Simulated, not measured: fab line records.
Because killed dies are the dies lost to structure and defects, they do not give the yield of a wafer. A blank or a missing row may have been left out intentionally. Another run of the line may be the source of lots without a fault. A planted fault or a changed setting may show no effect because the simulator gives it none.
Which of the tools did it? | flow gf180mcu | 13 lots with 39 wafers sampled at 6 steps, on a route of 602 steps

== WHAT EACH GAUGE READ, for each wafer ==
GF_NSD_OVL_MEAS_08. Usual: NSD_OVL gives -0.2 nm (standard deviation 1.3).
lot  | measured     | on         | NSD_OVL (nm)   | flag
L578 | day 13 15:39 | overlay-01 | -0.7 1.2 -0.4  |
L580 | day 14 02:11 | overlay-01 | 0.8 2.1 -0.5   |
L581 | day 14 11:01 | overlay-02 | 0.4 -1.5 -1.5  |
L582 | day 14 15:20 | overlay-02 | -0.8 -2.6 0.4  |
L585 | day 16 00:04 | overlay-01 | -0.3 -1.8 -1.0 |
L587 | day 16 04:00 | overlay-01 | 0.3 0.8 1.8    |
L589 | day 17 05:49 | overlay-02 | 0.0 0.5 -0.9   |
L590 | day 17 12:56 | overlay-02 | -0.1 -2.2 -2.4 |
L591 | day 17 22:05 | overlay-02 | -0.9 -0.4 -1.8 |
L593 | day 18 12:41 | overlay-01 | 0.1 1.7 -0.9   |
L594 | day 18 22:46 | overlay-01 | -1.7 -1.1 0.0  |
L600 | day 21 01:31 | overlay-02 | -1.4 -0.6 -2.7 |
L601 | day 21 12:47 | overlay-02 | -0.7 1.4 1.3   |

GF_NSD_TW_MEAS_12. Usual: NSD_TW gives 4208 (standard deviation 30).
lot  | measured     | on            | NSD_TW         | flag
L578 | day 13 16:05 | film-metro-02 | 4225 4210 4204 |
L580 | day 14 02:40 | film-metro-04 | 4183 4199 4174 |
L581 | day 14 11:28 | film-metro-03 | 4229 4195 4219 |
L582 | day 14 15:46 | film-metro-04 | 4193 4210 4181 |
L585 | day 16 00:30 | film-metro-04 | 4226 4220 4201 |
L587 | day 16 04:26 | film-metro-02 | 4252 4233 4248 |
L589 | day 17 06:15 | film-metro-03 | 4180 4194 4195 |
L590 | day 17 13:23 | film-metro-04 | 4203 4202 4219 |
L591 | day 17 22:31 | film-metro-04 | 4190 4190 4172 |
L593 | day 18 13:07 | film-metro-02 | 4272 4296 4281 |
L594 | day 18 23:13 | film-metro-02 | 4266 4265 4256 |
L600 | day 21 01:57 | film-metro-02 | 4260 4240 4246 |
L601 | day 21 13:14 | film-metro-04 | 4214 4240 4215 |

GF_PSD_OVL_MEAS_08. Usual: PSD_OVL gives -0.4 nm (standard deviation 1.5).
lot  | measured     | on         | PSD_OVL (nm)   | flag
L578 | day 14 11:48 | overlay-01 | 0.9 2.0 -0.2   |
L580 | day 14 23:18 | overlay-02 | -1.6 -1.1 -0.4 |
L581 | day 15 08:32 | overlay-01 | 0.4 0.0 -1.4   |
L582 | day 15 12:41 | overlay-01 | 0.7 1.3 0.4    |
L585 | day 16 23:00 | overlay-01 | 2.3 0.6 0.6    |
L587 | day 17 03:29 | overlay-02 | -1.7 -0.9 -1.8 |
L589 | day 18 05:38 | overlay-01 | 0.3 1.8 0.4    |
L590 | day 18 13:07 | overlay-02 | -0.5 -2.7 -2.2 |
L591 | day 18 22:15 | overlay-01 | 0.9 -0.4 0.4   |
L593 | day 19 13:28 | overlay-01 | 3.5 2.6 3.2    |
L594 | day 19 23:48 | overlay-01 | -0.2 -0.8 -0.1 |
L600 | day 22 01:06 | overlay-02 | -0.9 -0.5 -0.5 |
L601 | day 22 12:22 | overlay-02 | -3.8 -3.4 -1.3 |

GF_PSD_RS_MEAS_14: the measuring method here is four-point-probe. Usual: NSD_RS gives 46.13 ohm/sq (standard deviation 0.094).
lot  | measured     | on            | NSD_RS (ohm/sq)   | flag
L578 | day 14 12:17 | film-metro-04 | 46.04 46.07 45.90 |
L580 | day 14 23:48 | film-metro-03 | 46.14 46.13 46.11 |
L581 | day 15 09:02 | film-metro-04 | 45.95 46.17 46.00 |
L582 | day 15 13:10 | film-metro-04 | 46.12 46.10 46.04 |
L585 | day 16 23:28 | film-metro-02 | 46.18 46.15 46.20 |
L587 | day 17 03:59 | film-metro-04 | 46.12 46.12 46.08 |
L589 | day 18 06:06 | film-metro-04 | 46.07 46.09 46.04 |
L590 | day 18 13:35 | film-metro-03 | 46.28 46.27 46.26 |
L591 | day 18 22:44 | film-metro-04 | 46.15 46.21 46.22 |
L593 | day 19 13:57 | film-metro-02 | 42.60 42.67 42.78 | OFF
L594 | day 20 00:17 | film-metro-02 | 42.53 42.52 42.52 | OFF
L600 | day 22 01:37 | film-metro-04 | 46.21 46.15 46.20 |
L601 | day 22 12:50 | film-metro-02 | 46.26 46.21 46.21 |

GF_PSD_RS_MEAS_15: the measuring method here is four-point-probe. Usual: PSD_RS gives 108.55 ohm/sq (standard deviation 0.28).
lot  | measured     | on            | PSD_RS (ohm/sq)      | flag
L578 | day 14 12:24 | film-metro-04 | 108.60 108.40 108.61 |
L580 | day 14 23:55 | film-metro-03 | 109.20 108.92 108.87 |
L581 | day 15 09:09 | film-metro-04 | 108.20 108.34 108.19 |
L582 | day 15 13:17 | film-metro-04 | 108.50 108.36 108.20 |
L585 | day 16 23:35 | film-metro-02 | 108.71 108.87 109.13 |
L587 | day 17 04:06 | film-metro-04 | 108.71 108.19 108.34 |
L589 | day 18 06:13 | film-metro-04 | 108.07 108.20 108.20 |
L590 | day 18 13:43 | film-metro-03 | 108.81 108.95 108.68 |
L591 | day 18 22:52 | film-metro-04 | 108.75 108.66 108.82 |
L593 | day 19 14:04 | film-metro-02 | 98.59 98.38 99.02    | OFF
L594 | day 20 00:25 | film-metro-02 | 98.39 98.44 98.58    | OFF
L600 | day 22 01:44 | film-metro-04 | 108.67 108.73 108.97 |
L601 | day 22 12:58 | film-metro-02 | 108.64 108.72 108.71 |

== TOOL THAT RAN EACH LOT (tool first, then ch and the chambers of the sampled wafers, then the start) ==
lot  | GF_PSD_RTA_13
L578 | rtp-anneal-02 ch 0, day 14 12:12
L580 | rtp-anneal-02 ch 0, day 14 23:43
L581 | rtp-anneal-01 ch 0, day 15 08:56
L582 | rtp-anneal-02 ch 0, day 15 13:04
L585 | rtp-anneal-01 ch 0, day 16 23:23
L587 | rtp-anneal-01 ch 0, day 17 03:53
L589 | rtp-anneal-02 ch 0, day 18 06:01
L590 | rtp-anneal-01 ch 0, day 18 13:31
L591 | rtp-anneal-01 ch 0, day 18 22:39
L593 | rtp-anneal-01 ch 0, day 19 13:52
L594 | rtp-anneal-01 ch 0, day 20 00:12
L600 | rtp-anneal-02 ch 0, day 22 01:31
L601 | rtp-anneal-02 ch 0, day 22 12:45
- GF_PSD_RTA_13: time 20 s.

== AS READ BY THE TOOLS THEMSELVES (means over the sampled wafers that have a number; for cases with no such wafer, the mark the record gives instead) ==
GF_PSD_RTA_13. Usual: anneal-temp-c-max 1030.6, standard deviation 0.98; chamber-o2-ppm 2.000, standard deviation 0.023; lamp-power-pct 36.6 %, standard deviation 0.99; wafer_temp_C_max 1030.3, standard deviation 2.4.
lot  | tool          | anneal-temp-c-max | chamber-o2-ppm | lamp-power-pct (%) | wafer_temp_C_max | flag
L578 | rtp-anneal-02 | 1030.9            | 1.998          | 37.5               | 1029.2           |
L580 | rtp-anneal-02 | 1031.0            | 1.996          | 37.5               | 1028.4           |
L581 | rtp-anneal-01 | 1029.6            | 2.016          | 35.5               | 1031.7           |
L582 | rtp-anneal-02 | 1031.7            | 1.993          | 37.5               | 1027.7           |
L585 | rtp-anneal-01 | 1029.8            | 2.039          | 35.5               | 1032.6           |
L587 | rtp-anneal-01 | 1030.1            | 2.018          | 35.5               | 1031.4           |
L589 | rtp-anneal-02 | 1031.4            | 2.025          | 37.5               | 1028.9           |
L590 | rtp-anneal-01 | 1029.5            | 1.990          | 35.5               | 1033.1           |
L591 | rtp-anneal-01 | 1029.9            | 2.001          | 35.5               | 1033.2           |
L593 | rtp-anneal-01 | 1029.2            | 2.013          | 35.5               | 1031.6           |
L594 | rtp-anneal-01 | 1030.7            | 1.970          | 35.5               | 1033.0           |
L600 | rtp-anneal-02 | 1031.1            | 2.006          | 37.5               | 1027.7           |
L601 | rtp-anneal-02 | 1031.5            | 2.004          | 37.5               | 1028.4           |

== THE ANSWER, worked out from the rows above alone ==
Rule: a lot counts as off when the mean over its wafers that have a number is more than 3 standard deviations away from the usual mean. A lot without any number at a reading at which 4 lots or more have one is off too. The other lots that the step has rows for count as sound. The gauges are gone through in route order, then the tools' own readings, and for those a lot's mean is taken as printed above. At the first step where some lot is off, the reading lying furthest off is the one used; lots without a number count as furthest.
Off: L593, L594, seen at GF_PSD_RS_MEAS_14 (NSD_RS).
A tool fits if, at a process step before that reading, it ran every lot that is off, and no sound lot after the first of them. Those tools and the gauges at GF_PSD_RS_MEAS_14 are tried in the same way. One fits: rtp-anneal-01 at GF_PSD_RTA_13. Its last sound lot is L591 (day 18 22:39), its first lot that is off L593 (day 19 13:52): a fault that began between those two fits.

== WHAT WAS PUT IN BY THE SIMULATOR ==
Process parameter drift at GF_PSD_RTA_13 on rtp-anneal-01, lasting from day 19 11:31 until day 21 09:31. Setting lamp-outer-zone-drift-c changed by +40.
Shown lots that were struck: L593, L594. This agrees with what the rule above found.
